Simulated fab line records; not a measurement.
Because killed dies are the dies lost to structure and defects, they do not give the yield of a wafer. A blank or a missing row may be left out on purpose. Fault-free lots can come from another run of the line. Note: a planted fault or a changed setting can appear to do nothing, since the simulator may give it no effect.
The tool behind it: which one? + flow gf180mcu + 11 lots with 33 wafers sampled at 4 steps, on a route of 602 steps

WHAT EACH GAUGE READ, for each wafer
GF_LVPWELL_TW_MEAS_11.
| lot  | measured    | on            | LVPWELL_TW  |
|------|-------------|---------------|-------------|
| L857 | day 4 04:17 | film-metro-02 | 559 560 557 |
| L859 | day 4 16:17 | film-metro-01 | 555 555 554 |
| L860 | day 4 19:20 | film-metro-02 | 560 560 556 |
| L863 | day 5 20:47 | film-metro-02 | 555 560 557 |
| L864 | day 5 22:35 | film-metro-02 | 560 558 558 |
| L866 | day 6 10:26 | film-metro-01 | 557 556 558 |
| L868 | day 6 20:01 | film-metro-02 | 556 559 556 |
| L869 | day 6 23:32 | film-metro-04 | 553 550 547 |
| L876 | day 8 13:04 | film-metro-02 | 529 534 533 |
| L877 | day 8 19:31 | film-metro-01 | 534 532 532 |
| L878 | day 8 22:32 | film-metro-02 | 529 532 532 |

WHAT TOOL EACH LOT RAN ON (gives the tool, then ch and the chambers of the sampled wafers, and finally the start)
| lot  | GF_STI_STRIP_15                     | GF_NWELL_STRIP_10                   | GF_LVPWELL_IMPLANT_08          |
|------|-------------------------------------|-------------------------------------|--------------------------------|
| L857 | plasma-asher-03 ch 0,1, day 2 08:37 | plasma-asher-01 ch 0,1, day 3 14:46 | implanter-01 ch 0, day 4 03:53 |
| L859 | plasma-asher-03 ch 0,1, day 2 18:36 | plasma-asher-02 ch 0,1, day 4 01:40 | implanter-03 ch 0, day 4 15:54 |
| L860 | plasma-asher-02 ch 0,1, day 2 22:10 | plasma-asher-02 ch 0,1, day 4 04:46 | implanter-01 ch 0, day 4 18:56 |
| L863 | plasma-asher-04 ch 0, day 3 14:07   | plasma-asher-03 ch 0, day 5 05:52   | implanter-03 ch 0, day 5 20:23 |
| L864 | plasma-asher-04 ch 0,1, day 3 19:08 | plasma-asher-03 ch 0,1, day 5 07:20 | implanter-01 ch 0, day 5 22:14 |
| L866 | plasma-asher-03 ch 0,1, day 4 07:32 | plasma-asher-01 ch 0,1, day 5 18:28 | implanter-03 ch 0, day 6 10:03 |
| L868 | plasma-asher-04 ch 0,1, day 4 18:49 | plasma-asher-03 ch 0,1, day 6 05:28 | implanter-01 ch 0, day 6 19:38 |
| L869 | plasma-asher-03 ch 0,1, day 4 21:23 | plasma-asher-03 ch 0,1, day 6 08:34 | implanter-01 ch 0, day 6 23:08 |
| L876 | plasma-asher-04 ch 0,1, day 6 09:16 | plasma-asher-02 ch 0,1, day 7 21:13 | implanter-01 ch 0, day 8 12:41 |
| L877 | plasma-asher-02 ch 0,1, day 6 14:01 | plasma-asher-02 ch 0,1, day 8 02:19 | implanter-01 ch 0, day 8 19:05 |
| L878 | plasma-asher-02 ch 0,1, day 6 18:58 | plasma-asher-01 ch 0,1, day 8 06:13 | implanter-01 ch 0, day 8 22:08 |
- GF_STI_STRIP_15: strips in O2/N2.
- GF_NWELL_STRIP_10: strips in O2/N2.
- GF_LVPWELL_IMPLANT_08

THE ANSWER, worked out from the rows above alone
Rule: the usual values come from the lots themselves. Put in order of their means at a reading, lots are off if they are a third of the lots or fewer, leave a main group of 4 or more, and stand apart from it by a gap of 3 or more times the standard deviation of the main group's means; of several such gaps the widest counts. A main group whose means are all the same, to the digits that the tables above print for the reading, isn't used. A lot without any number at a reading at which 4 lots or more have one is off too. Where the step has rows for the other lots, those lots are counted as sound.
Off: L876, L877, L878, seen at GF_LVPWELL_TW_MEAS_11 (LVPWELL_TW). The main group has a mean of 556 with a standard deviation of 2.8.
A tool fits if, at a process step before that reading, it ran every lot that is off, and no sound lot after the first of them. Those tools and the gauges at GF_LVPWELL_TW_MEAS_11 are tried in the same way. One fits: implanter-01 at GF_LVPWELL_IMPLANT_08. A fault onset in the window from L869 (day 6 23:08, its last sound lot) to L876 (day 8 12:41, its first lot off) fits.

WHAT THE SIMULATOR HAD PUT IN
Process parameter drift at GF_LVPWELL_IMPLANT_08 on implanter-01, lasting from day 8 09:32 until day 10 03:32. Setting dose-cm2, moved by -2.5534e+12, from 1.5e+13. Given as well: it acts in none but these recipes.
Struck lots among those shown: L876, L877, L878. The rule above found the same.
